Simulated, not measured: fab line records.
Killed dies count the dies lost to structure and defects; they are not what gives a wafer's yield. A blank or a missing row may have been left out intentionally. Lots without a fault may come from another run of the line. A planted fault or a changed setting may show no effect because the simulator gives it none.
What tool caused it? + flow sky130 + 30 wafers from 10 lots sampled at 6 of the route's 708 steps

## WHAT THE GAUGES READ, wafer by wafer
SKY_CONTACT_THK_MEAS_01.
| lot  | measured     | on            | CONTACT_CVD_00_THK (nm) |
|------|--------------|---------------|-------------------------|
| L438 | day 30 04:17 | film-metro-04 | 76.1 75.2 75.9          |
| L440 | day 30 21:25 | film-metro-04 | 73.8 75.7 75.7          |
| L444 | day 32 06:00 | film-metro-01 | 74.9 74.0 76.0          |
| L447 | day 34 08:45 | film-metro-02 | 74.8 75.0 74.9          |
| L448 | day 34 09:23 | film-metro-01 | 75.3 74.8 75.8          |
| L451 | day 35 08:43 | film-metro-04 | 74.6 75.2 75.5          |
| L452 | day 35 10:07 | film-metro-01 | 75.5 75.6 74.3          |
| L455 | day 36 01:46 | film-metro-02 | 73.1 74.3 75.0          |
| L457 | day 37 01:28 | film-metro-01 | 75.7 76.8 78.0          |
| L460 | day 37 10:13 | film-metro-01 | 74.3 72.9 75.2          |

SKY_METAL1_RS_MEAS_05: measurement is done with a four-point probe.
| lot  | measured     | on            | METAL1_ALCU_RS (ohm/sq) |
|------|--------------|---------------|-------------------------|
| L438 | day 31 10:15 | film-metro-02 | 0.1233 0.1257 0.1256    |
| L440 | day 32 03:01 | film-metro-01 | 0.1267 0.1271 0.1277    |
| L444 | day 33 11:27 | film-metro-01 | 0.1271 0.1273 0.1284    |
| L447 | day 35 13:08 | film-metro-01 | 0.1260 0.1259 0.1257    |
| L448 | day 35 13:19 | film-metro-02 | 0.1268 0.1496 0.1277    |
| L451 | day 36 12:53 | film-metro-03 | 0.1282 0.1273 0.1282    |
| L452 | day 36 14:04 | film-metro-02 | 0.1279 0.1269 0.1280    |
| L455 | day 37 05:50 | film-metro-01 | 0.1273 0.1277 0.1265    |
| L457 | day 38 04:47 | film-metro-01 | 0.1262 0.1272 0.1258    |
| L460 | day 38 13:53 | film-metro-03 | 0.1272 0.1263 0.1267    |

SKY_METAL1_THK_MEAS_06: measures by xrf.
| lot  | measured     | on            | METAL1_ALCU_THK (nm) |
|------|--------------|---------------|----------------------|
| L438 | day 31 10:22 | film-metro-02 | 253.7 250.4 252.6    |
| L440 | day 32 03:07 | film-metro-01 | 252.4 248.8 248.8    |
| L444 | day 33 11:34 | film-metro-01 | 247.4 247.9 245.2    |
| L447 | day 35 13:14 | film-metro-01 | 250.2 251.7 250.3    |
| L448 | day 35 13:26 | film-metro-02 | 244.4 214.5 243.9    |
| L451 | day 36 13:01 | film-metro-03 | 246.9 245.0 245.6    |
| L452 | day 36 14:10 | film-metro-02 | 243.0 246.1 243.1    |
| L455 | day 37 05:57 | film-metro-01 | 248.1 243.9 248.2    |
| L457 | day 38 04:55 | film-metro-01 | 252.1 246.5 250.9    |
| L460 | day 38 14:01 | film-metro-03 | 247.2 248.5 248.4    |

## TOOL THAT RAN EACH LOT (tool first, then ch and the chambers of the sampled wafers, then the start)
| lot  | SKY_CONTACT_SPUTTER_23       | SKY_METAL1_SPUTTER_02        | SKY_METAL1_SPUTTER_04        |
|------|------------------------------|------------------------------|------------------------------|
| L438 | pvd-sputter-01, day 31 09:28 | pvd-sputter-01, day 31 10:10 | pvd-sputter-01, day 31 10:12 |
| L440 | pvd-sputter-02, day 32 02:12 | pvd-sputter-04, day 32 02:54 | pvd-sputter-04, day 32 02:56 |
| L444 | pvd-sputter-01, day 33 10:38 | pvd-sputter-02, day 33 11:20 | pvd-sputter-02, day 33 11:23 |
| L447 | pvd-sputter-01, day 35 12:17 | pvd-sputter-04, day 35 12:59 | pvd-sputter-04, day 35 13:02 |
| L448 | pvd-sputter-03, day 35 12:32 | pvd-sputter-02, day 35 13:14 | pvd-sputter-02, day 35 13:16 |
| L451 | pvd-sputter-02, day 36 12:06 | pvd-sputter-04, day 36 12:48 | pvd-sputter-04, day 36 12:50 |
| L452 | pvd-sputter-03, day 36 13:13 | pvd-sputter-01, day 36 13:55 | pvd-sputter-01, day 36 13:58 |
| L455 | pvd-sputter-02, day 37 05:02 | pvd-sputter-04, day 37 05:44 | pvd-sputter-04, day 37 05:47 |
| L457 | pvd-sputter-03, day 38 04:00 | pvd-sputter-01, day 38 04:42 | pvd-sputter-01, day 38 04:44 |
| L460 | pvd-sputter-03, day 38 13:06 | pvd-sputter-01, day 38 13:48 | pvd-sputter-01, day 38 13:50 |
- SKY_CONTACT_SPUTTER_23: material TiN, target thk 20 nm, time 80 s.
- SKY_METAL1_SPUTTER_02: material AlCu, target thk 250 nm, time 13.3 s.
- SKY_METAL1_SPUTTER_04: material TiN, target thk 70 nm, time 58.3 s.

## AS READ BY THE TOOLS THEMSELVES (means over the sampled wafers that have a number; for cases with no such wafer, the mark the record gives instead)
SKY_CONTACT_SPUTTER_23.
| lot  | tool           | throttle-valve-pct (%) |
|------|----------------|------------------------|
| L438 | pvd-sputter-01 | 29.5                   |
| L440 | pvd-sputter-02 | 28.9                   |
| L444 | pvd-sputter-01 | 29.6                   |
| L447 | pvd-sputter-01 | 28.9                   |
| L448 | pvd-sputter-03 | 29.3                   |
| L451 | pvd-sputter-02 | 28.7                   |
| L452 | pvd-sputter-03 | 29.5                   |
| L455 | pvd-sputter-02 | 29.0                   |
| L457 | pvd-sputter-03 | 29.5                   |
| L460 | pvd-sputter-03 | 30.0                   |

SKY_METAL1_SPUTTER_02.
| lot  | tool           | throttle-valve-pct (%) |
|------|----------------|------------------------|
| L438 | pvd-sputter-01 | 29.1                   |
| L440 | pvd-sputter-04 | 30.3                   |
| L444 | pvd-sputter-02 | 29.0                   |
| L447 | pvd-sputter-04 | 29.1                   |
| L448 | pvd-sputter-02 | 29.1                   |
| L451 | pvd-sputter-04 | 30.0                   |
| L452 | pvd-sputter-01 | 29.8                   |
| L455 | pvd-sputter-04 | 29.8                   |
| L457 | pvd-sputter-01 | 30.3                   |
| L460 | pvd-sputter-01 | 29.3                   |

SKY_METAL1_SPUTTER_04.
| lot  | tool           | throttle-valve-pct (%) |
|------|----------------|------------------------|
| L438 | pvd-sputter-01 | 29.1                   |
| L440 | pvd-sputter-04 | 30.4                   |
| L444 | pvd-sputter-02 | 29.0                   |
| L447 | pvd-sputter-04 | 29.4                   |
| L448 | pvd-sputter-02 | 29.1                   |
| L451 | pvd-sputter-04 | 29.7                   |
| L452 | pvd-sputter-01 | 29.8                   |
| L455 | pvd-sputter-04 | 30.0                   |
| L457 | pvd-sputter-01 | 30.4                   |
| L460 | pvd-sputter-01 | 29.5                   |

## THE ANSWER, worked out from the rows above alone
Rule: what is usual is taken from the lots themselves. Put in order of their means at a reading, lots are off if they are a third of the lots or fewer, leave a main group of 4 or more, and stand apart from it by a gap of 3 or more times the standard deviation of the main group's means; of several such gaps the widest counts. If all means in a main group match to the digits the tables above print for the reading, that group is not used. A lot without any number at a reading at which 4 lots or more have one is off too. The other lots that the step has rows for count as sound. Order of review: gauges by route order, followed by the tools' own readings, for which a lot's mean as printed above is used. At the first step where some lot is off, the reading lying furthest off is the one used; lots without a number count as furthest.
Off: L448, seen at SKY_METAL1_RS_MEAS_05 (METAL1_ALCU_RS). The main group has a mean of 0.1268 ohm/sq with a standard deviation of 0.00091.
A tool fits if, at a process step before that reading, it ran every lot that is off, and no sound lot after the first of them. Gauges at SKY_METAL1_RS_MEAS_05: tried the same way as those tools. One fits: SKY_METAL1_SPUTTER_02 and SKY_METAL1_SPUTTER_04 on pvd-sputter-02. At SKY_METAL1_SPUTTER_02 its last sound lot is L444 (day 33 11:20), its first lot that is off L448 (day 35 13:14): a fault that began between those two fits.

## WHAT THE SIMULATOR HAD PUT IN
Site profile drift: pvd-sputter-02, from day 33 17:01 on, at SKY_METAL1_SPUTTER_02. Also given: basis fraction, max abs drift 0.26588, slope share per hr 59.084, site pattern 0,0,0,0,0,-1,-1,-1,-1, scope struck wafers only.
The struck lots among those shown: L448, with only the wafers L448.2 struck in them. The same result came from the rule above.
